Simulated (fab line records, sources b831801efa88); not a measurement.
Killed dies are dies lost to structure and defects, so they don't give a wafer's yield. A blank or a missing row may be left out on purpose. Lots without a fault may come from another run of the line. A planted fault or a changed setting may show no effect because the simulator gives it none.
Which tool did it? | flow sky130 | 11 lots, 33 wafers sampled, at 7 steps of a route of 708

WHAT THE GAUGES READ, wafer by wafer
SKY_LDD_LDN_TW_MEAS_13.
lot  | measured     | on            | LDD_LDN_TW
L846 | day 22 22:07 | film_metro-03 | 1500 1495 1492
L847 | day 23 07:57 | film_metro-01 | 1508 1503 1502
L849 | day 24 01:53 | film_metro-03 | 1498 1489 1491
L848 | day 24 02:55 | film_metro-01 | 1491 1500 1494
L850 | day 24 18:14 | film_metro-03 | 1499 1492 1485
L851 | day 25 01:49 | film_metro-01 | 1483 1489 1491
L852 | day 25 03:53 | film_metro-03 | 1494 1510 1495
L856 | day 26 10:14 | film_metro-01 | 1488 1502 1493
L855 | day 26 13:08 | film_metro-01 | 1490 1496 1500
L857 | day 26 14:55 | film_metro-03 | 1487 1486 1482
L858 | day 27 13:23 | film_metro-03 | 1505 1499 1507

SKY_RES_XHIGH_TW_MEAS_09.
lot  | measured     | on            | RES_XHIGH_TW
L846 | day 26 17:43 | film_metro-03 | 1657 1659 1648
L847 | day 27 02:46 | film_metro-04 | 1641 1645 1637
L849 | day 27 20:11 | film_metro-03 | 1656 1657 1654
L848 | day 27 21:54 | film_metro-04 | 1641 1642 1642
L850 | day 28 10:51 | film_metro-04 | 1648 1643 1642
L851 | day 28 17:59 | film_metro-03 | 1658 1654 1661
L852 | day 28 21:29 | film_metro-04 | 1648 1644 1648
L856 | day 30 03:31 | film_metro-02 | 1648 1653 1659
L855 | day 30 05:39 | film_metro-04 | 1642 1648 1651
L857 | day 30 08:35 | film_metro-04 | 1640 1645 1640
L858 | day 31 06:07 | film_metro-02 | 1659 1658 1670

SKY_SD_N_TW_MEAS_12.
lot  | measured     | on            | SD_N_TW
L846 | day 27 22:26 | film_metro-04 | 3977 3958 3977
L847 | day 28 08:40 | film_metro-04 | 3980 3994 3982
L849 | day 29 01:24 | film_metro-02 | 4032 4026 4034
L848 | day 29 03:06 | film_metro-04 | 4019 4002 4011
L850 | day 29 15:49 | film_metro-04 | 4001 3969 3997
L851 | day 29 22:35 | film_metro-02 | 4020 4010 4024
L852 | day 30 02:38 | film_metro-02 | 4032 4028 4027
L856 | day 31 07:58 | film_metro-03 | 3746 3736 3749
L855 | day 31 09:30 | film_metro-03 | 3757 3747 3753
L857 | day 31 12:09 | film_metro-03 | 3743 3752 3736
L858 | day 32 10:25 | film_metro-02 | 3838 3845 3829

SKY_SD_N_RS_MEAS_16: measures by four-point-probe.
lot  | measured     | on            | SD_N_RS (ohm/sq)
L846 | day 27 22:45 | film_metro-02 | 68.56 68.64 68.45
L847 | day 28 08:59 | film_metro-04 | 68.36 68.12 68.29
L849 | day 29 01:41 | film_metro-04 | 68.49 68.42 68.31
L848 | day 29 03:23 | film_metro-02 | 68.68 68.71 68.70
L850 | day 29 16:07 | film_metro-02 | 68.52 68.70 68.65
L851 | day 29 22:52 | film_metro-03 | 68.32 68.59 68.65
L852 | day 30 02:55 | film_metro-02 | 68.53 68.51 68.66
L856 | day 31 08:19 | film_metro-02 | - - -
L855 | day 31 09:47 | film_metro-04 | - - -
L857 | day 31 12:26 | film_metro-04 | - - -
L858 | day 32 10:43 | film_metro-03 | - - -

SKY_LI_CONTACT_CD_MEAS_12: target cd 170 nm.
lot  | measured     | on        | cd_nm (nm)
L846 | day 29 04:10 | cd_sem-02 | 172.7 171.5 170.6
L847 | day 29 14:45 | cd_sem-02 | 169.8 169.6 168.7
L849 | day 30 06:26 | cd_sem-02 | 170.4 170.8 170.9
L848 | day 30 08:51 | cd_sem-01 | 171.2 170.0 170.3
L850 | day 30 20:29 | cd_sem-01 | 169.6 169.1 169.2
L851 | day 31 03:17 | cd_sem-01 | 168.8 168.5 167.7
L852 | day 31 07:31 | cd_sem-01 | 168.3 170.1 169.9
L856 | day 32 12:55 | cd_sem-02 | 169.9 171.8 172.1
L855 | day 32 14:23 | cd_sem-01 | 169.9 170.6 171.3
L857 | day 32 17:29 | cd_sem-02 | 172.0 172.2 171.9
L858 | day 33 14:44 | cd_sem-01 | 172.7 171.5 171.3

WHICH TOOL RAN EACH LOT (tool, then ch and the chambers of the sampled wafers, then the start)
lot  | SKY_SD_N_IMPLANT_09             | SKY_SD_N_STRIP_11
L846 | implanter-02 ch 0, day 27 22:04 | plasma_asher-04 ch 0,1, day 27 22:20
L847 | implanter-04 ch 0, day 28 08:19 | plasma_asher-02 ch 0,1, day 28 08:34
L849 | implanter-02 ch 0, day 29 01:00 | plasma_asher-03 ch 0,1, day 29 01:18
L848 | implanter-04 ch 0, day 29 02:42 | plasma_asher-02 ch 0, day 29 03:00
L850 | implanter-02 ch 0, day 29 15:26 | plasma_asher-04 ch 0,1, day 29 15:43
L851 | implanter-02 ch 0, day 29 22:11 | plasma_asher-03 ch 0,1, day 29 22:29
L852 | implanter-02 ch 0, day 30 02:14 | plasma_asher-02 ch 0,1, day 30 02:32
L856 | implanter-04 ch 0, day 31 07:34 | plasma_asher-03 ch 0,1, day 31 07:51
L855 | implanter-04 ch 0, day 31 09:06 | plasma_asher-02 ch 0,1, day 31 09:24
L857 | implanter-04 ch 0, day 31 11:45 | plasma_asher-03 ch 1, day 31 12:03
L858 | implanter-02 ch 0, day 32 10:03 | plasma_asher-02 ch 0,1, day 32 10:20
- SKY_SD_N_IMPLANT_09
- SKY_SD_N_STRIP_11: strips in O2/N2.

WHAT THE TOOLS THEMSELVES READ (means of the sampled wafers that have a number; where no wafer has one, the mark that the record gives instead)
SKY_SD_N_STRIP_11.
lot  | tool            | drypump_motor_current_A (A) | o2_flow_sccm (sccm) | oes_product_au (a.u.) | strip_time_to_endpoint_s (s)
L846 | plasma_asher-04 | 5.8                         | 2995                | 0.526                 | 22.56
L847 | plasma_asher-02 | 6.0                         | 2996                | 0.524                 | 22.56
L849 | plasma_asher-03 | 5.6                         | 3006                | 0.528                 | 22.61
L848 | plasma_asher-02 | 5.8                         | 2998                | 0.527                 | 22.60
L850 | plasma_asher-04 | 5.8                         | 2997                | 0.524                 | 22.59
L851 | plasma_asher-03 | 5.9                         | 3002                | 0.527                 | 22.57
L852 | plasma_asher-02 | 6.0                         | 2997                | 0.525                 | 22.53
L856 | plasma_asher-03 | 5.9                         | 3004                | 0.523                 | 23.22
L855 | plasma_asher-02 | 6.0                         | 2999                | 0.511                 | 23.37
L857 | plasma_asher-03 | 5.4                         | 2995                | 0.519                 | 23.31
L858 | plasma_asher-02 | 6.1                         | 2995                | 0.516                 | 23.31

THE ANSWER, worked out from the rows above alone
Rule: what is usual is taken from the lots themselves. Put in order of their means at a reading, lots are off if they are a third of the lots or fewer, leave a main group of 4 or more, and stand apart from it by a gap of 3 or more times the standard deviation of the main group's means; of several such gaps the widest counts. A main group whose means are all the same, to the digits that the tables above print for the reading, isn't used. A lot without any number at a reading at which 4 lots or more have one is off too. The other lots that the step has rows for count as sound. The gauges are gone through in route order, then the tools' own readings, and for those a lot's mean is taken as printed above. The first step at which some lot is off is used, and at that step the reading that is off furthest; a lot without a number counts as furthest.
Off: L856, L855, L857, L858, at SKY_SD_N_RS_MEAS_16 (SD_N_RS). Without a number there: L856, L855, L857, L858. The main group: mean 68.52 ohm/sq, standard deviation 0.13.
A tool fits if, at a process step before that reading, it ran every lot that is off, and no sound lot after the first of them. The gauges at SKY_SD_N_RS_MEAS_16 are tried like those tools. None of those tried fits.

WHAT THE SIMULATOR HAD PUT IN
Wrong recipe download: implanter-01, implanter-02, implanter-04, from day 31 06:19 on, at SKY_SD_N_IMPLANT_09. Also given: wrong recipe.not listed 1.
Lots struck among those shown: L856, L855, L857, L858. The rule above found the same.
